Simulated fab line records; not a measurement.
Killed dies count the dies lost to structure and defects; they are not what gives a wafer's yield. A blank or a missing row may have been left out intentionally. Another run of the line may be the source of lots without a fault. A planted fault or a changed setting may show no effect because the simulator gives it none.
fab line records	flow gf180mcu
record: lots: 13	wafers: 39	last_day: 34
route steps=602 shown LVPWELL@58 HV_LDD@184 PSD@256
lots with no fault: from the same line, run without faults
start_h: the number of hours between the record's first day and the start of the first shown wafer of the lot	wait_h: how many hours have passed since the lot's step before this one	" unchanged from the row above	L1.1+2: several wafers, shown together as one row	- no value, or no start was given	* or withheld: withheld	< > ~ a bound
route shown NAME@n: NAME is a module with steps in the file, n the number in the route of the first one	usual: the fault-free wafers' mean and standard deviation	same: alike in all rows	chamber/n: place in a boat	sites: each site's reading	_std_site: standard deviation across them	_edge_site: inner sites' mean taken away from outer sites' mean	radius_mm: how far each site lies from the wafer's centre	mask NAME#n: copy n	behind: tool/chamber where the wafer was last shaped	hold: what put the lot on hold/how long, in hours/how the hold closed	device: the n, p or np transistor that did not switch	end of line: tests run on the same wafers once the route is complete	a step given without rows: its recipe and nothing more	killed: not the wafer's yield, but the dies lost to structure and defects at the first sort	map: dies across one wafer; x = killed, . = not, _ = none there
set.NAME: the setting as run; set.NAME@STEP: as run at that earlier step	model.NAME: the simulator's own value behind a step, which no gauge read
one table for each step of the route and one row for each wafer, over a sample of lots
services: when a tool's chamber went out of use (start_h, in hours from the record's first day, below 0 if earlier), for how many hours, and the reason
== steps ==
step: GF_LVPWELL_EXPOSE_04
recipe: mask_id: LVPWELL	target_cd_nm: 600	na: 0.6	source_shape: conventional	sigma_outer: 0.6	dose_mj: 260
lot.wafer	tool	chamber	start_h	wait_h	mask
L696.1+2+5	iline_stepper-02	0	61.64	-	LVPWELL#0
L697.1+3+4	iline_stepper-01	0	69.22	-	LVPWELL#0
L698.1+2+5	iline_stepper-02	0	74.33	-	LVPWELL#0
L699.2+3+5	iline_stepper-02	0	77.91	-	LVPWELL#0
L700.1+5+6	iline_stepper-01	0	82.67	-	LVPWELL#0
L702.1+3+6	iline_stepper-02	0	95.90	-	LVPWELL#0
L704.1+4+5	iline_stepper-02	0	106.52	-	LVPWELL_R1#0
L706.2+3+5	iline_stepper-02	0	119.83	-	LVPWELL#0
L713.1+4+5	iline_stepper-02	0	157.22	-	LVPWELL#0
L714.1+3+5	iline_stepper-01	0	161.53	-	LVPWELL#0
L715.3+4+5	iline_stepper-02	0	167.76	-	LVPWELL#0
L718.1+3+6	iline_stepper-01	0	185.79	-	LVPWELL#0
L719.1+2+6	iline_stepper-02	0	193.22	-	LVPWELL#0
step: GF_HV_LDD_OVL_MEAS_08
usual: HV_LDD_OVL: 1.0/1.1
lot.wafer	tool	chamber	start_h	wait_h	HV_LDD_OVL[nm]
L696.1	overlay-01	-	215.57	0.1	3.0
L696.2	"	-	"	"	2.3
L696.5	"	-	"	"	1.2
L697.1	overlay-02	-	224.56	0.1	1.8
L697.3	"	-	"	"	2.9
L697.4	"	-	"	"	3.2
L698.1	overlay-01	-	230.77	0.1	1.9
L698.2	"	-	"	"	0.0
L698.5	"	-	"	"	0.5
L699.2	overlay-01	-	237.52	0.1	-0.4
L699.3	"	-	"	"	0.0
L699.5	"	-	"	"	0.6
L700.1	overlay-01	-	242.46	0.1	-0.1
L700.5	"	-	"	"	0.7
L700.6	"	-	"	"	-0.9
L702.1	overlay-01	-	258.11	0.1	0.4
L702.3	"	-	"	"	-0.4
L702.6	"	-	"	"	0.8
L704.1	overlay-01	-	275.41	0.1	-2.1
L704.4	"	-	"	"	-1.0
L704.5	"	-	"	"	0.6
L706.2	overlay-01	-	290.21	0.1	1.1
L706.3	"	-	"	"	0.2
L706.5	"	-	"	"	1.5
L713.1	overlay-01	-	341.86	0.1	1.1
L713.4	"	-	"	"	1.1
L713.5	"	-	"	"	2.5
L714.1	overlay-02	-	349.46	0.1	3.0
L714.3	"	-	"	"	1.5
L714.5	"	-	"	"	1.7
L715.3	overlay-02	-	357.93	0.1	-0.3
L715.4	"	-	"	"	0.5
L715.5	"	-	"	"	1.5
L718.1	overlay-02	-	381.21	0.1	1.3
L718.3	"	-	"	"	1.5
L718.6	"	-	"	"	2.0
L719.1	overlay-02	-	391.96	0.1	1.7
L719.2	"	-	"	"	0.2
L719.6	"	-	"	"	-0.1
step: GF_HV_LDD_THK_MEAS_57
recipe: reads: Si3N4_of_HV_LDD_CVD_56
usual: HV_LDD_CVD_56_THK: 89.9/0.71
lot.wafer	tool	chamber	start_h	wait_h	HV_LDD_CVD_56_THK[nm]
L696.1	film_metro-02	-	274.35	0.0	89.7
L696.2	"	-	"	"	88.5
L696.5	"	-	"	"	89.1
L697.1	film_metro-03	-	285.86	0.0	91.2
L697.3	"	-	"	"	90.5
L697.4	"	-	"	"	91.1
L698.1	film_metro-01	-	292.07	0.0	90.4
L698.2	"	-	"	"	89.7
L698.5	"	-	"	"	90.5
L699.2	film_metro-03	-	298.42	0.0	89.8
L699.3	"	-	"	"	89.8
L699.5	"	-	"	"	89.9
L700.1	film_metro-01	-	306.07	0.0	90.6
L700.5	"	-	"	"	90.8
L700.6	"	-	"	"	90.2
L702.1	film_metro-01	-	322.97	0.0	90.2
L702.3	"	-	"	"	89.4
L702.6	"	-	"	"	90.1
L704.1	film_metro-01	-	341.14	0.0	89.2
L704.4	"	-	"	"	89.6
L704.5	"	-	"	"	89.5
L706.2	film_metro-01	-	358.18	0.0	89.0
L706.3	"	-	"	"	89.3
L706.5	"	-	"	"	89.2
L713.1	film_metro-03	-	413.70	0.0	90.3
L713.4	"	-	"	"	90.6
L713.5	"	-	"	"	90.8
L714.1	film_metro-01	-	422.60	0.0	89.9
L714.3	"	-	"	"	90.6
L714.5	"	-	"	"	90.2
L715.3	film_metro-02	-	431.18	0.0	88.8
L715.4	"	-	"	"	89.0
L715.5	"	-	"	"	89.1
L718.1	film_metro-02	-	456.70	0.0	89.5
L718.3	"	-	"	"	89.3
L718.6	"	-	"	"	88.8
L719.1	film_metro-01	-	467.30	0.0	90.0
L719.2	"	-	"	"	89.8
L719.6	"	-	"	"	90.2
step: GF_PSD_OVL_MEAS_08
usual: PSD_OVL: -0.8/1.5
lot.wafer	tool	chamber	start_h	wait_h	PSD_OVL[nm]
L696.1	overlay-01	-	314.11	0.1	-1.0
L696.2	"	-	"	"	-1.6
L696.5	"	-	"	"	-0.3
L697.1	overlay-01	-	326.00	0.1	-1.9
L697.3	"	-	"	"	-1.4
L697.4	"	-	"	"	0.1
L698.1	overlay-02	-	334.36	0.1	0.0
L698.2	"	-	"	"	2.0
L698.5	"	-	"	"	1.2
L699.2	overlay-02	-	340.51	0.1	1.9
L699.3	"	-	"	"	2.9
L699.5	"	-	"	"	1.1
L700.1	overlay-02	-	348.35	0.1	-0.8
L700.5	"	-	"	"	0.5
L700.6	"	-	"	"	-0.5
L702.1	overlay-01	-	365.91	0.1	-2.7
L702.3	"	-	"	"	-3.2
L702.6	"	-	"	"	-2.3
L704.1	overlay-01	-	386.00	0.1	0.1
L704.4	"	-	"	"	-1.5
L704.5	"	-	"	"	-2.7
L706.2	overlay-01	-	403.96	0.1	-1.4
L706.3	"	-	"	"	-1.5
L706.5	"	-	"	"	-1.7
L713.1	overlay-01	-	461.51	0.1	-2.2
L713.4	"	-	"	"	-0.7
L713.5	"	-	"	"	-1.5
L714.1	overlay-01	-	470.85	0.1	-0.2
L714.3	"	-	"	"	0.0
L714.5	"	-	"	"	0.0
L715.3	overlay-01	-	479.41	0.1	-1.5
L715.4	"	-	"	"	-1.2
L715.5	"	-	"	"	-1.4
L718.1	overlay-02	-	505.07	0.1	-0.9
L718.3	"	-	"	"	0.1
L718.6	"	-	"	"	0.2
L719.1	overlay-02	-	514.31	0.1	-1.0
L719.2	"	-	"	"	-0.9
L719.6	"	-	"	"	-1.1
== services ==
tool	chamber	start_h	hours	kind
iline_stepper-02	-	46.09	1.7	pm
iline_stepper-01	-	61.41	4.4	pm
iline_stepper-02	-	76.94	0.8	repair
== key ==
first_sign: step: GF_LVPWELL_EXPOSE_04	reading: mask	direction: changed
effect none on later readings
met_at GF_LVPWELL_EXPOSE_04
struck_lots L704
sort_left_out L704.1,L704.4,L704.5
tester_left_out L704
not_acting_at GF_HV_LDD_OVL_MEAS_08,GF_HV_LDD_THK_MEAS_57,GF_PSD_OVL_MEAS_08
onset_between 95.90 106.52
fault: kind: wrong_mask	tool: any	chamber: -	onset_h: 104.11	steps: GF_LVPWELL_EXPOSE_04	aux_copy: LVPWELL_R1#0	cd_offset_nm: -72	scope: struck_lots_only
tester_left_out: of these lots the tester's yield and bins aren't shown, on N5 and GAA mostly nor the transistor test; their killed dies are dies lost to structure and defects alone, not to doping, threshold or leakage, so they don't give the yield
sort_left_out: the simulated sort isn't trusted on such a fault, so these wafers' sort isn't shown, and their yield isn't known
